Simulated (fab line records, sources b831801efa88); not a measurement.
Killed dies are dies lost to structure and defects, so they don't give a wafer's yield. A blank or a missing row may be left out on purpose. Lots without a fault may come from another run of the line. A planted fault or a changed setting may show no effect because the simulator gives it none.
fab line records | flow sky130
record lots=13 wafers=39 last_day=50
route steps=708 shown LOCAL_INTERCONNECT@388 METAL1@448 VIA1@461 PAD_OPEN@708
lots that met no fault: from a run of the same line without faults
start_h: hours from the record's first day to the start of the lot's first wafer shown | wait_h: hours since the lot's step before | " the same as in the row above | L1.1+2: a row that stands for several wafers | - no value, or no start given | * or withheld: withheld | < > ~ a bound
route shown NAME@n: a module of which the file shows steps, and the number in the route of the first | usual: mean/standard deviation of fault-free wafers | same: alike in all rows | chamber/n: place in a boat | sites: the reading at each site | _std_site: their standard deviation | _edge_site: outer sites' mean less inner sites' | radius_mm: how far each site lies from the wafer's centre | mask NAME#n: copy n | behind: the tool/chamber that last shaped the wafer | hold: why the lot was held/for how many hours/how that ended | device: the transistor (n, p or np) that didn't switch | end of line: the same wafers' tests at the end of the route | a step without rows: its recipe alone | killed: dies lost to structure and defects at the first sort, not the wafer's yield | map: a wafer's dies, x killed, . not, _ none there
set.NAME: the setting as run; set.NAME@STEP: as run at that earlier step | model.NAME: the simulator's own value behind a step, which no gauge read
steps of the route over a sample of lots; a table a step, a row a wafer
## steps
# step SKY_LOCAL_INTERCONNECT_RS_MEAS_01
# recipe thk_meas_gauge=four-point-probe reads=TiN_of_LOCAL_INTERCONNECT_SPUTTER_00
# usual LOCAL_INTERCONNECT_TIN_RS=14.59/0.13
# columns lot.wafer tool chamber start_h wait_h LOCAL_INTERCONNECT_TIN_RS[ohm/sq]
L362.1 film_metro-01 - 682.82 0.0 14.61
L362.3 " - " " 14.63
L362.6 " - " " 14.58
L364.1 film_metro-02 - 695.86 0.0 14.73
L364.3 " - " " 14.74
L364.4 " - " " 14.60
L365.1 film_metro-01 - 700.47 0.0 14.64
L365.4 " - " " 14.69
L365.5 " - " " 14.69
L366.2 film_metro-04 - 732.84 0.1 14.47
L366.3 " - " " 14.55
L366.5 " - " " 14.66
L367.3 film_metro-01 - 733.20 0.1 14.49
L367.4 " - " " 14.36
L367.6 " - " " 14.56
L370.2 film_metro-02 - 742.59 0.1 14.60
L370.3 " - " " 14.57
L370.5 " - " " 14.55
L375.1 film_metro-04 - 788.28 0.0 14.55
L375.5 " - " " 14.59
L375.6 " - " " 14.72
L377.1 film_metro-02 - 797.87 0.0 14.61
L377.4 " - " " 14.63
L377.5 " - " " 14.57
L378.3 film_metro-04 - 805.42 0.1 14.60
L378.4 " - " " 14.67
L378.6 " - " " 14.63
L380.3 film_metro-04 - 812.53 0.1 14.45
L380.5 " - " " 14.42
L380.6 " - " " 14.56
L381.1 film_metro-02 - 838.47 0.0 14.58
L381.2 " - " " 14.59
L381.6 " - " " 14.58
L383.3 film_metro-01 - 840.57 0.1 14.26
L383.5 " - " " 14.43
L383.6 " - " " 14.36
L385.1 film_metro-04 - 853.89 0.0 14.56
L385.3 " - " " 14.39
L385.5 " - " " 14.61
# step SKY_METAL1_DEVELOP_14
# recipe develop_time_s=60 resist=KrF-thick dev_temp_c=21
# usual developer_temp_C=20.98/0.097
# columns lot.wafer tool chamber start_h wait_h developer_temp_C
L362.1 litho_track-02 0 769 - 20.95
L362.3 " 0 " " 20.88
L362.6 " 0 " " 20.94
L364.1 litho_track-01 0 781 - 21.05
L364.3 " 0 " " 20.99
L364.4 " 0 " " 21.00
L365.1 litho_track-04 0 787 - 20.93
L365.4 " 0 " " 21.09
L365.5 " 0 " " 21.22
L366.2 litho_track-01 0 816 - 20.96
L366.3 " 0 " " 21.08
L366.5 " 0 " " 20.90
L367.3 litho_track-02 0 818 - 21.07
L367.4 " 0 " " 21.04
L367.6 " 0 " " 20.94
L370.2 litho_track-04 0 826 - 20.96
L370.3 " 0 " " 21.00
L370.5 " 0 " " 21.01
L375.1 litho_track-04 0 869 - 20.44
L375.5 " 0 " " 20.35
L375.6 " 0 " " 20.36
L377.1 litho_track-04 0 879 - 20.19
L377.4 " 0 " " 20.36
L377.5 " 0 " " 20.22
L378.3 litho_track-01 0 887 - 20.89
L378.4 " 0 " " 20.95
L378.6 " 0 " " 21.12
L380.3 litho_track-01 0 893 - 21.12
L380.5 " 0 " " 21.03
L380.6 " 0 " " 21.05
L381.1 litho_track-02 0 917 - 20.96
L381.2 " 0 " " 20.98
L381.6 " 0 " " 21.11
L383.3 litho_track-01 0 921 - 20.85
L383.5 " 0 " " 20.74
L383.6 " 0 " " 20.85
L385.1 litho_track-01 0 933 - 21.03
L385.3 " 0 " " 21.01
L385.5 " 0 " " 20.97
# step SKY_METAL1_OVL_MEAS_16
# usual METAL1_OVL=-1/4.5
# columns lot.wafer tool chamber start_h wait_h METAL1_OVL[nm]
L362.1 overlay-01 - 769.71 0.1 0
L362.3 " - " " -3
L362.6 " - " " -1
L364.1 overlay-01 - 782.19 0.1 -3
L364.3 " - " " -4
L364.4 " - " " -2
L365.1 overlay-02 - 788.08 0.1 0
L365.4 " - " " 2
L365.5 " - " " 4
L366.2 overlay-01 - 817.00 0.1 6
L366.3 " - " " 6
L366.5 " - " " 5
L367.3 overlay-01 - 819.02 0.1 -4
L367.4 " - " " -5
L367.6 " - " " -6
L370.2 overlay-01 - 827.00 0.1 0
L370.3 " - " " 4
L370.5 " - " " 3
L375.1 overlay-02 - 869.88 0.1 -3
L375.5 " - " " 2
L375.6 " - " " 4
L377.1 overlay-01 - 879.63 0.1 2
L377.4 " - " " 6
L377.5 " - " " -2
L378.3 overlay-02 - 887.30 0.1 -2
L378.4 " - " " -1
L378.6 " - " " -2
L380.3 overlay-01 - 893.25 0.1 -6
L380.5 " - " " 6
L380.6 " - " " 2
L381.1 overlay-01 - 917.56 0.1 -7
L381.2 " - " " -8
L381.6 " - " " -15
L383.3 overlay-01 - 921.45 0.1 -9
L383.5 " - " " -11
L383.6 " - " " -6
L385.1 overlay-01 - 933.74 0.1 3
L385.3 " - " " -3
L385.5 " - " " -2
# step SKY_VIA1_BOW_MEAS_03
# recipe mode=bow
# usual VIA1_BOW=81/7.5
# columns lot.wafer tool chamber start_h wait_h VIA1_BOW[um]
L362.1 film_metro-02 - 770.99 0.1 82
L362.3 " - " " 88
L362.6 " - " " 80
L364.1 film_metro-02 - 783.52 0.1 87
L364.3 " - " " 74
L364.4 " - " " 72
L365.1 film_metro-01 - 789.40 0.1 75
L365.4 " - " " 81
L365.5 " - " " 87
L366.2 film_metro-03 - 818.31 0.3 91
L366.3 " - " " 85
L366.5 " - " " 76
L367.3 film_metro-01 - 820.34 0.1 74
L367.4 " - " " 85
L367.6 " - " " 81
L370.2 film_metro-01 - 828.48 0.1 84
L370.3 " - " " 77
L370.5 " - " " 86
L375.1 film_metro-03 - 871.17 0.1 84
L375.5 " - " " 69
L375.6 " - " " 77
L377.1 film_metro-02 - 880.92 0.2 84
L377.4 " - " " 78
L377.5 " - " " 85
L378.3 film_metro-02 - 888.62 0.2 71
L378.4 " - " " 73
L378.6 " - " " 70
L380.3 film_metro-03 - 894.57 0.2 84
L380.5 " - " " 76
L380.6 " - " " 86
L381.1 film_metro-02 - 919.20 0.2 92
L381.2 " - " " 86
L381.6 " - " " 79
L383.3 film_metro-01 - 922.79 0.2 82
L383.5 " - " " 72
L383.6 " - " " 75
L385.1 film_metro-01 - 935.03 0.2 86
L385.3 " - " " 97
L385.5 " - " " 88
# step SKY_PAD_OPEN_PROBE_99
# usual defect_limited_yield=82.4/2.2 killed_at_M0_to_M3=44/6.8 killed_at_M4_up=3.1/1.9 killed_at_contacts=25/5.9 killed_at_front_end=15/4.3 killed_at_other=0.2/0.51 killed_dies=87/11 killed_open=47/7.9 killed_short=39/6.4 sort_bin_3_pad_short=0.9/0.44 sort_bin_5_function=10.3/1.5 sort_bin_6_memory=6.4/1.4 sort_n_pass=405/11 sort_yield_pct=82.4/2.2
# same gross_dies=492 killed_at_back_side=0 sort_bin_4_leakage[%]=0 sort_bin_8_speed[%]=0
# columns lot.wafer tool chamber start_h wait_h defect_limited_yield[%] killed_at_M0_to_M3 killed_at_M4_up killed_at_contacts killed_at_front_end killed_at_other killed_dies killed_open killed_short sort_bin_3_pad_short[%] sort_bin_5_function[%] sort_bin_6_memory[%] sort_n_pass sort_yield_pct[%]
L364.1 prober-01 - 1095.42 0.1 82.9 45 2 22 15 0 84 45 39 0.2 11.6 5.3 408 82.9
L364.3 prober-01 - 1095.52 0.2 79.3 53 3 34 10 2 102 57 45 0.6 14.6 5.5 390 79.3
L364.4 prober-01 - 1095.57 0.2 85.2 47 1 13 12 0 73 43 30 0.4 8.5 5.9 419 85.2
L366.2 prober-01 - 1117.65 0.1 82.1 35 0 31 22 0 88 44 44 1.0 9.3 7.5 404 82.1
L366.3 prober-01 - 1117.70 0.2 82.7 33 4 21 27 0 85 46 39 0.8 8.7 7.7 407 82.7
L366.5 prober-01 - 1117.80 0.2 83.1 33 1 25 23 1 83 43 40 0.6 8.7 7.5 409 83.1
L370.2 prober-01 - 1125.20 0.1 85.2 39 0 15 17 2 73 41 32 1.4 8.7 4.7 419 85.2
L370.3 prober-01 - 1125.25 0.2 84.8 44 1 17 12 1 75 37 38 1.0 10.2 4.1 417 84.8
L370.5 prober-01 - 1125.35 0.2 82.9 47 2 20 15 0 84 37 47 1.2 10.6 5.3 408 82.9
L375.1 prober-02 - 1160.15 0.1 84.8 38 6 22 9 0 75 42 33 1.0 8.1 6.1 417 84.8
L375.5 prober-02 - 1160.35 0.2 82.1 43 3 26 15 1 88 48 40 0.8 9.1 7.9 404 82.1
L375.6 prober-02 - 1160.40 0.2 82.7 38 0 41 6 0 85 51 34 0.6 10.2 6.5 407 82.7
L377.1 prober-02 - 1161.76 0.1 79.3 48 2 32 20 0 102 56 46 1.0 12.2 7.5 390 79.3
L377.4 prober-02 - 1161.91 0.2 87.4 40 0 11 11 0 62 38 24 0.4 7.5 4.7 430 87.4
L377.5 prober-02 - 1161.96 0.2 81.7 51 6 22 11 0 90 48 42 0.8 9.1 8.3 402 81.7
L378.3 prober-01 - 1165.15 0.2 81.3 46 6 27 13 0 92 38 54 0.8 8.5 9.3 400 81.3
L378.4 prober-01 - 1165.20 0.2 79.7 50 3 33 14 0 100 58 42 1.2 12.0 7.1 392 79.7
L378.6 prober-01 - 1165.30 0.2 81.7 46 5 28 11 0 90 55 35 1.0 11.0 6.3 402 81.7
L380.3 prober-01 - 1169.04 0.2 78.0 60 2 26 19 1 108 56 52 1.6 13.0 7.3 384 78.0
L380.5 prober-01 - 1169.14 0.2 87.2 29 1 22 10 1 63 36 27 0.4 9.6 2.8 429 87.2
L380.6 prober-01 - 1169.19 0.2 79.7 49 6 27 18 0 100 50 50 1.2 12.6 6.5 392 79.7
L381.1 prober-01 - 1186.27 0.1 83.9 41 2 22 14 0 79 32 47 0.8 9.3 5.9 413 83.9
L381.2 prober-01 - 1186.32 0.1 84.3 42 2 16 17 0 77 48 29 0.6 8.5 6.5 415 84.3
L381.6 prober-01 - 1186.52 0.2 80.5 48 7 25 16 0 96 59 37 0.6 10.6 8.3 396 80.5
L383.3 prober-02 - 1187.87 0.2 78.9 46 3 34 21 0 104 62 42 1.0 14.4 5.7 388 78.9
L383.5 prober-02 - 1187.97 0.2 82.3 48 4 22 13 0 87 48 39 1.0 10.2 6.5 405 82.3
L383.6 prober-02 - 1188.02 0.2 80.9 48 3 25 18 0 94 46 48 1.6 10.4 7.1 398 80.9
# killed by level:class
L364.1 VIA1:geometric_particle:open=18 LI_CONTACT:geometric_particle:open=7 POLY_GATE:geometric_particle:short=6 CONTACT:geometric_particle:open=5 METAL1:geometric_particle:short=5 METAL2:geometric_particle:short=5 LI_CONTACT:geometric_particle:short=4 VIA2:geometric_particle:open=4
L364.3 CONTACT:geometric_particle:open=15 VIA3:geometric_particle:open=14 VIA1:geometric_particle:open=11 CONTACT:geometric_particle:short=6 METAL1:geometric_particle:short=6 VIA3:geometric_particle:short=6 LI_CONTACT:geometric_particle:short=5 LI_CONTACT:geometric_particle:open=4
L364.4 VIA3:geometric_particle:open=15 VIA1:geometric_particle:open=10 FIELD_ISO:geometric_particle:short=7 METAL2:geometric_particle:short=5 VIA2:geometric_particle:open=5 LI_CONTACT:geometric_particle:short=4 CONTACT:geometric_particle:open=4 METAL1:geometric_particle:short=4
L366.2 LI_CONTACT:geometric_particle:open=11 CONTACT:geometric_particle:short=9 VIA3:geometric_particle:open=7 FIELD_ISO:geometric_particle:short=6 VIA1:geometric_particle:open=6 CONTACT:geometric_particle:open=6 METAL2:geometric_particle:short=6 POLY_GATE:geometric_particle:open=5
L366.3 POLY_GATE:geometric_particle:open=9 LOCAL_INTERCONNECT:geometric_particle:short=7 CONTACT:geometric_particle:open=6 VIA1:geometric_particle:open=6 VIA2:geometric_particle:open=6 FIELD_ISO:geometric_particle:short=5 FIELD_ISO:geometric_particle:open=5 POLY_GATE:geometric_particle:short=4
L366.5 LI_CONTACT:geometric_particle:open=12 FIELD_ISO:geometric_particle:short=8 POLY_GATE:geometric_particle:open=6 VIA1:geometric_particle:short=6 CONTACT:geometric_particle:open=6 CONTACT:geometric_particle:short=5 VIA1:geometric_particle:open=5 METAL2:geometric_particle:short=5
L370.2 VIA2:geometric_particle:open=9 VIA1:geometric_particle:open=8 FIELD_ISO:geometric_particle:open=6 CONTACT:geometric_particle:short=6 POLY_GATE:geometric_particle:short=5 POLY_GATE:geometric_particle:open=4 VIA2:geometric_particle:short=4 LI_CONTACT:geometric_particle:open=3
L370.3 CONTACT:geometric_particle:open=9 VIA1:geometric_particle:open=8 VIA3:geometric_particle:open=7 VIA1:geometric_particle:short=6 VIA2:geometric_particle:open=5 VIA3:geometric_particle:short=4 POLY_GATE:geometric_particle:short=4 METAL1:geometric_particle:short=4
L370.5 METAL1:geometric_particle:short=7 VIA1:geometric_particle:open=7 VIA3:geometric_particle:open=7 VIA3:geometric_particle:short=6 METAL2:geometric_particle:short=6 LOCAL_INTERCONNECT:geometric_particle:short=5 CONTACT:geometric_particle:short=5 FIELD_ISO:geometric_particle:open=4
L375.1 VIA1:geometric_particle:open=10 LI_CONTACT:geometric_particle:open=8 CONTACT:geometric_particle:short=6 VIA2:geometric_particle:open=6 CONTACT:geometric_particle:open=5 METAL1:geometric_particle:short=5 METAL4:geometric_particle:short=5 VIA2:geometric_particle:short=4
L375.5 VIA1:geometric_particle:open=15 CONTACT:geometric_particle:open=9 CONTACT:geometric_particle:short=6 VIA2:geometric_particle:open=6 LI_CONTACT:geometric_particle:open=5 METAL2:geometric_particle:short=5 VIA1:geometric_particle:short=5 POLY_GATE:geometric_particle:short=4
L375.6 CONTACT:geometric_particle:open=19 VIA3:geometric_particle:open=9 LI_CONTACT:geometric_particle:short=8 VIA2:geometric_particle:open=8 LI_CONTACT:geometric_particle:open=7 VIA1:geometric_particle:short=6 CONTACT:geometric_particle:short=5 VIA1:geometric_particle:open=5
L377.1 CONTACT:geometric_particle:open=14 VIA1:geometric_particle:open=13 LI_CONTACT:geometric_particle:open=8 METAL1:geometric_particle:short=7 VIA3:geometric_particle:open=7 FIELD_ISO:geometric_particle:short=6 POLY_GATE:geometric_particle:short=5 METAL2:geometric_particle:short=5
L377.4 VIA1:geometric_particle:open=15 FIELD_ISO:geometric_particle:open=5 LI_CONTACT:geometric_particle:open=5 METAL1:geometric_particle:short=5 VIA1:geometric_particle:short=5 METAL2:geometric_particle:short=5 VIA3:geometric_particle:open=4 CONTACT:geometric_particle:open=3
L377.5 METAL2:geometric_particle:short=10 CONTACT:geometric_particle:open=9 VIA2:geometric_particle:open=8 VIA1:geometric_particle:open=8 VIA3:geometric_particle:open=8 CONTACT:geometric_particle:short=5 VIA2:geometric_particle:short=5 FIELD_ISO:geometric_particle:short=4
L378.3 LOCAL_INTERCONNECT:geometric_particle:short=9 METAL1:geometric_particle:short=9 CONTACT:geometric_particle:open=8 VIA3:geometric_particle:short=8 LI_CONTACT:geometric_particle:open=6 VIA1:geometric_particle:open=6 VIA2:geometric_particle:open=5 METAL2:geometric_particle:short=5
L378.4 VIA1:geometric_particle:open=16 CONTACT:geometric_particle:open=12 LI_CONTACT:geometric_particle:open=9 VIA2:geometric_particle:open=9 LOCAL_INTERCONNECT:geometric_particle:short=5 VIA1:geometric_particle:short=5 CONTACT:geometric_particle:short=4 FIELD_ISO:geometric_particle:short=4
L378.6 VIA2:geometric_particle:open=11 CONTACT:geometric_particle:open=10 VIA3:geometric_particle:open=9 VIA1:geometric_particle:open=8 CONTACT:geometric_particle:short=6 FIELD_ISO:geometric_particle:open=5 LI_CONTACT:geometric_particle:open=5 LOCAL_INTERCONNECT:geometric_particle:short=5
L380.3 VIA2:geometric_particle:open=13 VIA1:geometric_particle:open=11 CONTACT:geometric_particle:open=11 METAL2:geometric_particle:short=9 CONTACT:geometric_particle:short=7 POLY_GATE:geometric_particle:short=6 VIA3:geometric_particle:open=6 FIELD_ISO:geometric_particle:open=5
L380.5 LI_CONTACT:geometric_particle:open=7 CONTACT:geometric_particle:open=7 VIA1:geometric_particle:open=7 VIA2:geometric_particle:open=6 LOCAL_INTERCONNECT:geometric_particle:short=4 METAL1:geometric_particle:short=4 CONTACT:geometric_particle:short=3 VIA2:geometric_particle:short=3
L380.6 VIA1:geometric_particle:open=12 CONTACT:geometric_particle:open=10 METAL1:geometric_particle:short=9 LI_CONTACT:geometric_particle:open=8 CONTACT:geometric_particle:short=6 VIA3:geometric_particle:short=6 METAL2:geometric_particle:short=5 METAL4:geometric_particle:short=5
L381.1 METAL1:geometric_particle:short=8 VIA2:geometric_particle:open=8 LOCAL_INTERCONNECT:geometric_particle:short=7 POLY_GATE:geometric_particle:short=6 METAL2:geometric_particle:short=6 LI_CONTACT:geometric_particle:open=5 CONTACT:geometric_particle:open=5 VIA1:geometric_particle:open=5
L381.2 VIA2:geometric_particle:open=10 VIA1:geometric_particle:open=9 CONTACT:geometric_particle:open=7 METAL2:geometric_particle:short=6 POLY_GATE:geometric_particle:short=5 POLY_GATE:geometric_particle:open=5 VIA1:geometric_particle:short=5 LI_CONTACT:geometric_particle:open=4
L381.6 VIA2:geometric_particle:open=12 VIA1:geometric_particle:open=12 CONTACT:geometric_particle:open=11 VIA1:geometric_particle:short=8 POLY_GATE:geometric_particle:open=7 LI_CONTACT:geometric_particle:open=7 METAL4:geometric_particle:short=6 VIA3:geometric_particle:open=5
L383.3 CONTACT:geometric_particle:open=14 VIA1:geometric_particle:open=13 LI_CONTACT:geometric_particle:open=8 FIELD_ISO:geometric_particle:short=7 CONTACT:geometric_particle:short=6 VIA1:geometric_particle:short=6 VIA3:geometric_particle:open=6 METAL1:geometric_particle:short=5
L383.5 VIA1:geometric_particle:open=14 LI_CONTACT:geometric_particle:open=9 VIA2:geometric_particle:open=8 VIA1:geometric_particle:short=6 CONTACT:geometric_particle:open=6 FIELD_ISO:geometric_particle:short=4 METAL3:geometric_particle:short=4 CONTACT:geometric_particle:short=4
L383.6 LI_CONTACT:geometric_particle:open=10 METAL2:geometric_particle:short=9 POLY_GATE:geometric_particle:short=7 VIA1:geometric_particle:open=6 CONTACT:geometric_particle:open=6 METAL2:geometric_particle:open=6 FIELD_ISO:geometric_particle:open=5 VIA2:geometric_particle:open=5
## key
first_sign step=SKY_METAL1_DEVELOP_14 reading=developer_temp_C direction=down sigmas=6.8 usual=* struck=*
effect none on later readings
met_at SKY_METAL1_DEVELOP_14
struck_lots L375,L377
not_acting_at SKY_LOCAL_INTERCONNECT_RS_MEAS_01,SKY_METAL1_OVL_MEAS_16,SKY_VIA1_BOW_MEAS_03
onset_between 826 869
fault kind=process_parameter_drift tool=litho_track-04 chamber=- onset_h=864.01 steps=SKY_METAL1_DEVELOP_14 channel=dev_temp_c offset=* shape=step end_h=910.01 acts_in=* stated=*
